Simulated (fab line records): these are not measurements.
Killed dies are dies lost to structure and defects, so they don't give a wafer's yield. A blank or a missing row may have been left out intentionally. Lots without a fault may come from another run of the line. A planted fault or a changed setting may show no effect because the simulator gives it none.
fab line records | flow gf180mcu
[record] lots = 7 | wafers = 21 | last-day = 33
route steps=602 shown TOP_METAL@567
lots that met no fault: from a run of the same line without faults
start-h: start of the lot's first displayed wafer, in hours after the record's first day | wait-h: hours elapsed since this lot's preceding step | " the same as in the row above | L1.1+2: a single row standing in for several wafers | - no value present, or no start provided | * or withheld: withheld | < > ~ a bound
route shown NAME@n: names a module that has steps shown in the file, with the first one's number in the route | usual: mean and standard deviation over wafers with no fault | same: alike in all rows | chamber/n: place in a boat | sites: per-site readings | _std_site: the values' standard deviation | _edge_site: mean of outer sites minus mean of inner sites | radius-mm: how far each site lies from the wafer's centre | mask NAME#n: copy n | behind: the most recent tool/chamber to have shaped the wafer | hold: cause of the lot's hold/its duration in hours/its outcome | device: which transistor (n, p or np) failed to switch | end of line: the route-end tests of the same wafers | step lacking rows: just its recipe | killed: the dies lost at the first sort to structure and to defects; this is not the yield of the wafer | map: shows each die of a wafer: x if killed, . if not, _ if none is there
set.NAME: the run value of the setting; set.NAME@STEP: its run value at that earlier step | model.NAME: the simulator's own value behind a step, which no gauge read
lots at some steps of the route; a table a step, a row a wafer
[[steps]]
[step GF_TOP_METAL_SPUTTER_00]
[recipe] material = Ti | target-thk-nm = 37.5 | arriving-ion-energy-ev = 80 | substrate-temp-c = 200 | chamber-pressure-pa = 2 | power-w = 4000 | time-s = 150
[usual] chamber-pressure-pa = 2.000/0.0044 | throttle-valve-pct = 29.9/1
[same] time-s = 150
lot.wafer | tool           | chamber | start-h | wait-h | chamber-pressure-pa | throttle-valve-pct
L993.2    | pvd-sputter-01 | -       | 669.56  | 0.1    | 1.997               | 29.1
L993.4    | "              | -       | "       | "      | 2.007               | 29.1
L993.5    | "              | -       | "       | "      | 1.991               | 31.5
L995.1    | pvd-sputter-02 | -       | 694.58  | 0.2    | 2.001               | 29.1
L995.5    | "              | -       | "       | "      | 1.994               | 29.1
L995.6    | "              | -       | "       | "      | 2.002               | 29.0
L996.1    | pvd-sputter-01 | -       | 696.54  | 0.2    | 2.006               | 30.4
L996.3    | "              | -       | "       | "      | 1.990               | 29.1
L996.4    | "              | -       | "       | "      | 2.001               | 29.0
L997.2    | pvd-sputter-01 | -       | 702.49  | 0.2    | 2.008               | 30.6
L997.5    | "              | -       | "       | "      | 2.005               | 29.2
L997.6    | "              | -       | "       | "      | 2.004               | 31.5
L102.2    | pvd-sputter-02 | -       | 737.69  | 0.1    | 2.007               | 30.0
L102.3    | "              | -       | "       | "      | 2.001               | 29.1
L102.5    | "              | -       | "       | "      | 1.996               | 30.7
L104.1    | pvd-sputter-02 | -       | 744.27  | 0.2    | 2.004               | 29.7
L104.5    | "              | -       | "       | "      | 1.999               | 30.0
L104.6    | "              | -       | "       | "      | 2.004               | 30.7
L107.2    | pvd-sputter-02 | -       | 763.49  | 0.1    | 2.004               | 29.0
L107.3    | "              | -       | "       | "      | 1.999               | 28.9
L107.4    | "              | -       | "       | "      | 1.997               | 30.7
[step GF_TOP_METAL_SPUTTER_01]
[recipe] material = TiN | target-thk-nm = 30 | power-w = 6500 | time-s = 25 | chamber-pressure-pa = 0.4
[usual] chamber-pressure-pa = 0.4000/0.00075 | throttle-valve-pct = 29.9/1.1
[same] time-s = 25
lot.wafer | tool           | chamber | start-h | wait-h | chamber-pressure-pa | throttle-valve-pct
L993.2    | pvd-sputter-01 | -       | 669.66  | 0.1    | 0.3995              | 29.1
L993.4    | "              | -       | "       | "      | 0.3995              | 29.1
L993.5    | "              | -       | "       | "      | 0.3985              | 31.5
L995.1    | pvd-sputter-02 | -       | 694.68  | 0.1    | 0.4005              | 29.2
L995.5    | "              | -       | "       | "      | 0.4001              | 28.7
L995.6    | "              | -       | "       | "      | 0.4000              | 29.0
L996.1    | pvd-sputter-01 | -       | 696.64  | 0.1    | 0.3995              | 30.5
L996.3    | "              | -       | "       | "      | 0.3990              | 29.0
L996.4    | "              | -       | "       | "      | 0.4007              | 29.2
L997.2    | pvd-sputter-01 | -       | 702.59  | 0.1    | 0.3996              | 30.7
L997.5    | "              | -       | "       | "      | 0.4002              | 28.9
L997.6    | "              | -       | "       | "      | 0.4005              | 31.5
L102.2    | pvd-sputter-02 | -       | 737.79  | 0.1    | 0.3997              | 29.6
L102.3    | "              | -       | "       | "      | 0.3993              | 29.1
L102.5    | "              | -       | "       | "      | 0.4002              | 30.7
L104.1    | pvd-sputter-02 | -       | 744.37  | 0.1    | 0.4000              | 29.9
L104.5    | "              | -       | "       | "      | 0.4001              | 29.5
L104.6    | "              | -       | "       | "      | 0.3998              | 30.7
L107.2    | pvd-sputter-02 | -       | 763.59  | 0.1    | 0.4019              | 29.1
L107.3    | "              | -       | "       | "      | 0.3995              | 29.1
L107.4    | "              | -       | "       | "      | 0.4001              | 30.6
[step GF_TOP_METAL_SPUTTER_02]
[recipe] material = AlCu | target-thk-nm = 900 | power-w = 10600 | chamber-pressure-pa = 0.3 | substrate-temp-c = 250 | gas = Ar | time-s = 47.82
[usual] chamber-pressure-pa = 0.3000/0.00056 | throttle-valve-pct = 29.9/1
[same] time-s = 47.82
lot.wafer | tool           | chamber | start-h | wait-h | chamber-pressure-pa | throttle-valve-pct
L993.2    | pvd-sputter-01 | -       | 669.69  | 0.0    | 0.2999              | 28.8
L993.4    | "              | -       | "       | "      | 0.3002              | 28.8
L993.5    | "              | -       | "       | "      | 0.2994              | 31.5
L995.1    | pvd-sputter-02 | -       | 694.71  | 0.0    | 0.3002              | 29.1
L995.5    | "              | -       | "       | "      | 0.3009              | 29.2
L995.6    | "              | -       | "       | "      | 0.2997              | 29.1
L996.1    | pvd-sputter-01 | -       | 696.67  | 0.0    | 0.3000              | 30.2
L996.3    | "              | -       | "       | "      | 0.2993              | 28.8
L996.4    | "              | -       | "       | "      | 0.2997              | 29.1
L997.2    | pvd-sputter-01 | -       | 702.62  | 0.0    | 0.3002              | 30.8
L997.5    | "              | -       | "       | "      | 0.3006              | 29.3
L997.6    | "              | -       | "       | "      | 0.2993              | 31.3
L102.2    | pvd-sputter-02 | -       | 737.83  | 0.0    | 0.3007              | 29.9
L102.3    | "              | -       | "       | "      | 0.2992              | 28.9
L102.5    | "              | -       | "       | "      | 0.3005              | 30.9
L104.1    | pvd-sputter-02 | -       | 744.40  | 0.0    | 0.2995              | 29.8
L104.5    | "              | -       | "       | "      | 0.2995              | 30.0
L104.6    | "              | -       | "       | "      | 0.2992              | 30.4
L107.2    | pvd-sputter-02 | -       | 763.62  | 0.0    | 0.2997              | 29.0
L107.3    | "              | -       | "       | "      | 0.3007              | 28.9
L107.4    | "              | -       | "       | "      | 0.2997              | 30.7
[step GF_TOP_METAL_SPUTTER_03]
[recipe] material = Ti | target-thk-nm = 5 | substrate-temp-c = 300 | chamber-pressure-pa = 0.3 | power-w = 2914 | time-s = 3.3
[usual] chamber-pressure-pa = 0.3000/0.00061 | throttle-valve-pct = 29.9/1
[same] time-s = 3.3
lot.wafer | tool           | chamber | start-h | wait-h | chamber-pressure-pa | throttle-valve-pct
L993.2    | pvd-sputter-01 | -       | 669.73  | 0.0    | 0.3006              | 29.2
L993.4    | "              | -       | "       | "      | 0.2999              | 28.9
L993.5    | "              | -       | "       | "      | 0.2987              | 31.4
L995.1    | pvd-sputter-02 | -       | 694.75  | 0.0    | 0.2996              | 29.0
L995.5    | "              | -       | "       | "      | 0.2997              | 29.0
L995.6    | "              | -       | "       | "      | 0.3001              | 28.9
L996.1    | pvd-sputter-01 | -       | 696.72  | 0.0    | 0.2992              | 30.5
L996.3    | "              | -       | "       | "      | 0.2997              | 29.1
L996.4    | "              | -       | "       | "      | 0.2986              | 29.1
L997.2    | pvd-sputter-01 | -       | 702.67  | 0.0    | 0.2998              | 30.5
L997.5    | "              | -       | "       | "      | 0.3006              | 28.9
L997.6    | "              | -       | "       | "      | 0.3012              | 31.5
L102.2    | pvd-sputter-02 | -       | 737.87  | 0.0    | 0.2994              | 30.1
L102.3    | "              | -       | "       | "      | 0.2998              | 29.2
L102.5    | "              | -       | "       | "      | 0.2989              | 30.8
L104.1    | pvd-sputter-02 | -       | 744.44  | 0.0    | 0.2999              | 30.0
L104.5    | "              | -       | "       | "      | 0.3001              | 29.8
L104.6    | "              | -       | "       | "      | 0.3005              | 30.6
L107.2    | pvd-sputter-02 | -       | 763.67  | 0.0    | 0.3001              | 29.3
L107.3    | "              | -       | "       | "      | 0.2998              | 28.9
L107.4    | "              | -       | "       | "      | 0.2990              | 30.8
[step GF_TOP_METAL_SPUTTER_04]
[recipe] material = TiN | target-thk-nm = 25 | power-w = 6500 | time-s = 20.8 | chamber-pressure-pa = 0.4
[usual] chamber-pressure-pa = 0.4000/0.00076 | throttle-valve-pct = 29.9/1.1
[same] time-s = 20.8
lot.wafer | tool           | chamber | start-h | wait-h | chamber-pressure-pa | throttle-valve-pct
L993.2    | pvd-sputter-01 | -       | 669.75  | 0.0    | 0.4001              | 29.0
L993.4    | "              | -       | "       | "      | 0.4000              | 28.8
L993.5    | "              | -       | "       | "      | 0.3991              | 31.7
L995.1    | pvd-sputter-02 | -       | 694.77  | 0.0    | 0.3995              | 28.9
L995.5    | "              | -       | "       | "      | 0.3980              | 29.1
L995.6    | "              | -       | "       | "      | 0.4001              | 29.4
L996.1    | pvd-sputter-01 | -       | 696.74  | 0.0    | 0.3991              | 30.6
L996.3    | "              | -       | "       | "      | 0.4003              | 29.1
L996.4    | "              | -       | "       | "      | 0.3997              | 29.1
L997.2    | pvd-sputter-01 | -       | 702.69  | 0.0    | 0.4006              | 30.4
L997.5    | "              | -       | "       | "      | 0.3984              | 29.2
L997.6    | "              | -       | "       | "      | 0.4007              | 31.4
L102.2    | pvd-sputter-02 | -       | 737.89  | 0.0    | 0.3995              | 30.3
L102.3    | "              | -       | "       | "      | 0.3994              | 28.7
L102.5    | "              | -       | "       | "      | 0.4007              | 30.6
L104.1    | pvd-sputter-02 | -       | 744.46  | 0.0    | 0.3997              | 29.6
L104.5    | "              | -       | "       | "      | 0.4005              | 30.0
L104.6    | "              | -       | "       | "      | 0.3992              | 30.8
L107.2    | pvd-sputter-02 | -       | 763.69  | 0.0    | 0.4007              | 29.0
L107.3    | "              | -       | "       | "      | 0.4006              | 28.9
L107.4    | "              | -       | "       | "      | 0.4000              | 30.5
[step GF_TOP_METAL_RS_MEAS_05]
[recipe] thk-meas-gauge = four-point-probe | reads = TiN_of_TOP_METAL_SPUTTER_04+Ti_of_TOP_METAL_SPUTTER_03+AlCu_of_TOP_METAL_SPUTTER_02+TiN_of_TOP_METAL_SPUTTER_01+Ti_of_TOP_METAL_SPUTTER_00
[usual] TOP_METAL_ALCU_RS = 0.0328/0.00043
lot.wafer | tool          | chamber | start-h | wait-h | TOP_METAL_ALCU_RS[ohm/sq]
L993.2    | film-metro-02 | -       | 669.80  | 0.0    | 0.0324
L993.4    | "             | -       | "       | "      | 0.0322
L993.5    | "             | -       | "       | "      | 0.0327
L995.1    | film-metro-03 | -       | 694.80  | 0.0    | 0.0331
L995.5    | "             | -       | "       | "      | 0.0333
L995.6    | "             | -       | "       | "      | 0.0327
L996.1    | film-metro-01 | -       | 696.76  | 0.0    | 0.0332
L996.3    | "             | -       | "       | "      | 0.0324
L996.4    | "             | -       | "       | "      | 0.0331
L997.2    | film-metro-02 | -       | 702.73  | 0.0    | 0.0334
L997.5    | "             | -       | "       | "      | 0.0330
L997.6    | "             | -       | "       | "      | 0.0333
L102.2    | film-metro-02 | -       | 737.94  | 0.0    | 0.0324
L102.3    | "             | -       | "       | "      | 0.0325
L102.5    | "             | -       | "       | "      | 0.0331
L104.1    | film-metro-03 | -       | 744.49  | 0.0    | 0.0328
L104.5    | "             | -       | "       | "      | 0.0327
L104.6    | "             | -       | "       | "      | 0.0337
L107.2    | film-metro-03 | -       | 763.73  | 0.0    | 0.0325
L107.3    | "             | -       | "       | "      | 0.0326
L107.4    | "             | -       | "       | "      | 0.0332
[step GF_TOP_METAL_THK_MEAS_06]
[recipe] thk-meas-gauge = xrf | reads = AlCu_of_TOP_METAL_SPUTTER_02
[usual] TOP_METAL_ALCU_THK = 895/13
lot.wafer | tool          | chamber | start-h | wait-h | TOP_METAL_ALCU_THK[nm]
L993.2    | film-metro-02 | -       | 669.91  | 0.1    | 903
L993.4    | "             | -       | "       | "      | 899
L993.5    | "             | -       | "       | "      | 893
L995.1    | film-metro-03 | -       | 694.92  | 0.1    | 887
L995.5    | "             | -       | "       | "      | 881
L995.6    | "             | -       | "       | "      | 898
L996.1    | film-metro-01 | -       | 696.88  | 0.1    | 891
L996.3    | "             | -       | "       | "      | 909
L996.4    | "             | -       | "       | "      | 888
L997.2    | film-metro-02 | -       | 702.84  | 0.1    | 873
L997.5    | "             | -       | "       | "      | 891
L997.6    | "             | -       | "       | "      | 880
L102.2    | film-metro-02 | -       | 738.05  | 0.1    | 894
L102.3    | "             | -       | "       | "      | 896
L102.5    | "             | -       | "       | "      | 879
L104.1    | film-metro-03 | -       | 744.61  | 0.1    | 900
L104.5    | "             | -       | "       | "      | 904
L104.6    | "             | -       | "       | "      | 879
L107.2    | film-metro-03 | -       | 763.84  | 0.1    | 913
L107.3    | "             | -       | "       | "      | 904
L107.4    | "             | -       | "       | "      | 887
[step GF_TOP_METAL_DEHYDRATE_07]
[recipe] temp-c = 200 | time-s = 60
[step GF_TOP_METAL_HMDS_08]
[recipe] prime-time-s = 60 | prime-temp-c = 120
[step GF_TOP_METAL_COAT_09]
[recipe] resist = NOVOLAK | spin-rpm = 3000 | resist-thk-nm = 1500
[step GF_TOP_METAL_SOFTBAKE_10]
[recipe] temp-c = 90 | time-s = 60 | resist = NOVOLAK
[step GF_TOP_METAL_EXPOSE_11]
[recipe] mask-id = MetalTop | target-cd-nm = 440 | na = 0.6 | source-shape = conventional | sigma-outer = 0.6 | dose-mj = 170
[step GF_TOP_METAL_PEB_12]
[recipe] temp-c = withheld | time-s = * | resist = NOVOLAK
[usual] chill-plate-temp-C = * | exhaust-pa = 44.9/0.9 | resist-line-temp-C = * | time-s = *
lot.wafer | tool           | chamber | start-h | wait-h | chill-plate-temp-C | exhaust-pa | resist-line-temp-C | time-s
L993.2    | litho-track-01 | 0       | 688.01  | -      | *                  | 44.2       | *                  | *
L993.4    | "              | 0       | "       | "      | *                  | 45.9       | *                  | *
L993.5    | "              | 0       | "       | "      | *                  | 45.1       | *                  | *
L995.1    | litho-track-03 | -       | 712.62  | -      | -                  | -          | -                  | -
L995.5    | "              | -       | "       | "      | -                  | -          | -                  | -
L995.6    | "              | -       | "       | "      | -                  | -          | -                  | -
L996.1    | litho-track-02 | -       | 714.66  | -      | -                  | -          | -                  | -
L996.3    | "              | -       | "       | "      | -                  | -          | -                  | -
L996.4    | "              | -       | "       | "      | -                  | -          | -                  | -
L997.2    | litho-track-01 | -       | 720.11  | -      | -                  | -          | -                  | -
L997.5    | "              | -       | "       | "      | -                  | -          | -                  | -
L997.6    | "              | -       | "       | "      | -                  | -          | -                  | -
L102.2    | litho-track-01 | 0       | 755.01  | -      | *                  | 44.9       | *                  | *
L102.3    | "              | 0       | "       | "      | *                  | 46.6       | *                  | *
L102.5    | "              | 0       | "       | "      | *                  | 45.1       | *                  | *
L104.1    | litho-track-02 | 0       | 760.56  | -      | *                  | 44.0       | *                  | *
L104.5    | "              | 0       | "       | "      | *                  | 45.6       | *                  | *
L104.6    | "              | 0       | "       | "      | *                  | 45.2       | *                  | *
L107.2    | litho-track-03 | 0       | 779.29  | -      | *                  | 44.6       | *                  | *
L107.3    | "              | 0       | "       | "      | *                  | 45.9       | *                  | *
L107.4    | "              | 0       | "       | "      | *                  | 44.3       | *                  | *
[step GF_TOP_METAL_DEVELOP_13]
[recipe] develop-time-s = 60 | dev-temp-c = 23
[[key]]
[first-sign] step = GF_TOP_METAL_PEB_12 | reading = tool-record | direction = missing
effect none on later readings
met-at GF_TOP_METAL_PEB_12
struck-wafers L995.1,L995.5,L995.6,L996.1,L996.3,L996.4,L997.2,L997.5,L997.6
sort-left-out L995.1,L995.5,L995.6,L996.1,L996.3,L996.4,L997.2,L997.5,L997.6
onset-between 688.01 712.62
[fault] kind = skipped-step-whole | tool = litho-track-01,litho-track-02,litho-track-03 | chamber = - | onset-h = 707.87 | steps = GF_TOP_METAL_PEB_12 | scope = struck-lots-only
// sort-left-out: the simulated sort isn't trusted on such a fault, so these wafers' sort isn't shown, and their yield isn't known
